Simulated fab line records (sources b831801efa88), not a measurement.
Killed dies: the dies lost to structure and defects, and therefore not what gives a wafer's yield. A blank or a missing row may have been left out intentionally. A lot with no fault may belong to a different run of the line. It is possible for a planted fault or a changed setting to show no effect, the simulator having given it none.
One fault through the eyes of 2 desks / flow gf180mcu / what lay behind the numbers comes last; until then each desk has only its own

== AT THE METROLOGY DESK ==
Means of the sampled wafers that have a number, per lot and without regard to the tool the lot ran on: this is what the gauges read. A lot is out of limits, marked OUT, if its mean lies more than 4 standard deviations from the usual mean; the brackets give that distance.
Columns: A = V1_BOW at GF_V1_BOW_MEAS_05, usual 81 um; B = cd_nm at GF_V1_CD_MEAS_14, usual 259.7 nm; C = V1_OVL at GF_V1_OVL_MEAS_15, usual -2 nm
lot=L455; first seen here=day 16 21:38; A=77; B=259.9; C=2
lot=L456; first seen here=day 17 18:58; A=79; B=258.7; C=3
lot=L457; first seen here=day 17 19:46; A=83; B=259.1; C=-0
lot=L458; first seen here=day 18 15:49; A=76; B=261.0; C=-1
lot=L461; first seen here=day 19 20:47; A=82; B=259.7; C=-2
lot=L462; first seen here=day 20 00:38; A=73; B=260.0; C=-3
lot=L466; first seen here=day 21 05:40; A=86; B=259.0; C=0
lot=L467; first seen here=day 21 16:19; A=84; B=232.7 (-25) OUT; C=-9
lot=L468; first seen here=day 21 22:38; A=79; B=234.1 (-23) OUT; C=-5
lot=L470; first seen here=day 22 15:26; A=83; B=239.3 (-19) OUT; C=-5
lot=L474; first seen here=day 23 22:53; A=81; B=259.3; C=2
lot=L475; first seen here=day 24 09:03; A=77; B=260.5; C=-7
lot=L476; first seen here=day 24 15:05; A=80; B=260.3; C=0
lot=L477; first seen here=day 24 20:27; A=82; B=258.6; C=-10
lot=L478; first seen here=day 25 08:00; A=84; B=260.9; C=6
This desk's verdict: out of limits on L467, L468, L470, starting with L467 at day 22 15:41 (cd_nm at GF_V1_CD_MEAS_14). In limits: L455, L456, L457, L458, L461, L462, L466, L474, L475, L476, L477, L478.

== TOOL OWNER'S DESK, litho_track-03 ==
The tool's own readings at GF_V1_SOFTBAKE_10 (time 60 s): means of the sampled wafers that have a number, for each lot that ran on this tool. A lot is out of limits, marked OUT, if its mean lies more than 4 standard deviations from the usual mean; the brackets give that distance.
Columns: A = heater_power_total_W at GF_V1_SOFTBAKE_10, usual 93.05 W; B = plate_temp_C at GF_V1_SOFTBAKE_10, usual 130.03 C
lot=L457; first seen here=day 18 07:00; A=93.06; B=130.06
lot=L462; first seen here=day 20 13:00; A=93.09; B=130.15
lot=L466; first seen here=day 21 17:00; A=93.00; B=130.07
lot=L467; first seen here=day 22 04:00; A=81.19 (-99 or more) OUT; B=117.20 (-99) OUT
lot=L468; first seen here=day 22 10:00; A=81.14 (-99 or more) OUT; B=117.04 (-99 or more) OUT
lot=L470; first seen here=day 23 03:00; A=81.19 (-99 or more) OUT; B=117.09 (-99 or more) OUT
This desk's verdict: out of limits on L467, L468, L470, starting with L467 at day 22 04:00 (heater_power_total_W at GF_V1_SOFTBAKE_10). In limits: L457, L462, L466.

== PUT TOGETHER ==
An alarm could have come from the tool owner's desk at day 22 04:00, on L467, L468, L470.
L467, L468, L470 would have let the metrology desk raise an alarm at day 22 15:41.
All the named lots went through GF_V1_SOFTBAKE_10 on litho_track-03.

== WHAT WAS PUT IN BY THE SIMULATOR ==
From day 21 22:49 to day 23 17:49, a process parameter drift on litho_track-03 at GF_V1_SOFTBAKE_10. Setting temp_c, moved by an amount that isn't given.
Lots struck among those shown: L467, L468, L470.
Hours from the fault's start to each desk's first reading out of limits: the tool owner's desk, 5; the metrology desk, 17.
